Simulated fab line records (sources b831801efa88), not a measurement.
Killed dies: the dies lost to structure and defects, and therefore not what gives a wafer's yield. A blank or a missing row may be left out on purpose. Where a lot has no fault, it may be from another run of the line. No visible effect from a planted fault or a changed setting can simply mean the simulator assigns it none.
Struck lot and sound lot, side by side || flow gf180mcu || 17 out of 602 route steps
Sound: these wafers, L741.3, L741.4, L741.6. Struck: wafer L751.2. (L751.1, L751.4 of the same lot were not struck and are left out.) The cause comes at the end.
Each step with rows lists, per side, the tool, then ch with its chambers, then its first start. Under that, the readings that differ: sound wafers || struck wafers || difference of the means || sigmas: that difference in standard deviations of wafers without a fault.
alike: a reading whose means differ by less than 2 such deviations, as well as words and numbers matching on both sides. not compared: withheld readings; readings where some wafer has no value; bounds like >300 that might hide an equal value; numbers whose values overlap and for which the record gives no deviation.
Wherever a step has rows on one side only, a row that says differs or no value, or a row with sigmas, the two part there. Non-overlapping numbers with no deviation appear without sigmas and do not part them. A reading missing from all wafers of one side parts the sides only when that side holds two or more wafers.

first, 4 steps without rows for these wafers: GF_M1_SOFTBAKE_10 (time 60 s); GF_M1_EXPOSE_11 (exposes mask Metal1, target cd 230 nm); GF_M1_PEB_12 (peb time 90 s); GF_M1_DEVELOP_13 (develop time 60 s).
GF_M1_CD_MEAS_14 targets a cd of 230 nm.
  sound on cd_sem-01, day 17 17:44; struck on cd_sem-02, day 21 11:40
{"reading": "cd_nm (nm)", "sound": "230.3 227.8 228.5", "struck": 231.4, "difference": "+2.5", "sigmas": "+2"}
GF_M1_OVL_MEAS_15:
  sound on overlay-01, day 17 17:49; struck on overlay-02, day 21 11:47
  alike: M1_OVL
GF_M1_METAL_ETCH_16: etches the open film in Cl2/BCl3, stops on SiO2, target depth 627.5 nm, time 104.6 s.
  sound on rie_metal-03 ch 0,1, day 17 17:53; struck on rie_metal-01 ch 0, day 21 11:49
{"reading": "rf_hours_counter_h (h)", "sound": "- - -", "struck": 3.4, "difference": "no value on the sound wafers", "sigmas": ""}
  alike: chamber_pressure_mTorr, drypump_motor_current_A, oes_product_au, throttle_valve_pct
GF_M1_STRIP_17: strips in O2/N2.
  sound on plasma_asher-03 ch 0,1, day 17 17:59; struck on plasma_asher-01 ch 1, day 21 11:58
{"reading": "rf_hours_counter_h (h)", "sound": "- - -", "struck": 83, "difference": "no value on the sound wafers", "sigmas": ""}
  alike: chamber_pressure_mTorr, drypump_motor_current_A, heater_power_w, oes_product_au, strip_time_to_endpoint_s
then, 3 steps without rows for these wafers: GF_M1_STRIP_18 (strips in post etch residue remover, time 1200 s); GF_M1_CLEAN_19 (cleans in DIW); GF_V1_CVD_00 (deposits SiO2, target thk 600 nm, time 100 s).
GF_V1_THK_MEAS_01:
  sound on film_metro-01, day 17 18:37; struck on film_metro-04, day 21 12:34
  alike: V1_CVD_00_THK
GF_V1_CVD_02: deposits SiO2 from TEOS, target thk 850 nm, time 94.851 s.
  sound on pecvd-04 ch 0,1,2, day 17 18:39; struck on pecvd-04 ch 2, day 21 12:38
{"reading": "run_length_s (s)", "sound": "122.0 123.2 122.1", "struck": 131.6, "difference": "+9.2", "sigmas": "+20"}
{"reading": "model.SiO2_of_V1_CVD_02.thk_nm (nm)", "sound": "829.2 840.9 845.9", "struck": 916.9, "difference": "+78.2", "sigmas": ""}
  alike: heater_power_outer_w, heater_power_w
GF_V1_THK_MEAS_03:
  sound on film_metro-02, day 17 18:44; struck on film_metro-02, day 21 12:55
{"reading": "V1_CVD_02_THK (nm)", "sound": "830 840 846", "struck": 917, "difference": "+78", "sigmas": "+7"}
  not compared: hold
GF_V1_CMP_04: polishes SiO2.
  sound on cmp-01 ch 0,2,3, day 17 18:53; struck on cmp-02 ch 1, day 21 16:52
{"reading": "hold", "sound": "- - -", "struck": "await_dispo/3.5h/release", "difference": "no value on the sound wafers", "sigmas": ""}
{"reading": "time_to_endpoint_s (s)", "sound": "65 69 76", "struck": 112, "difference": "+42", "sigmas": "+7"}
  alike: motor_current_A
GF_V1_BOW_MEAS_05:
  sound on film_metro-04, day 17 19:07; struck on film_metro-01, day 21 17:10
  alike: V1_BOW
-- the record jumps here: 11 days lie between the struck wafers' starts before and after (it left off in module V1 and takes up again in module PASSIVATION, whose first step shown is number 602 of the route) --
GF_PASSIVATION_PROBE_99:
  the record has rows for the struck wafers here (prober-02, day 32 11:02) and none for the sound ones

WHERE THEY PART
Earliest at GF_M1_CD_MEAS_14; latest, in this record, at GF_PASSIVATION_PROBE_99.

WHY: whatever the simulator had introduced
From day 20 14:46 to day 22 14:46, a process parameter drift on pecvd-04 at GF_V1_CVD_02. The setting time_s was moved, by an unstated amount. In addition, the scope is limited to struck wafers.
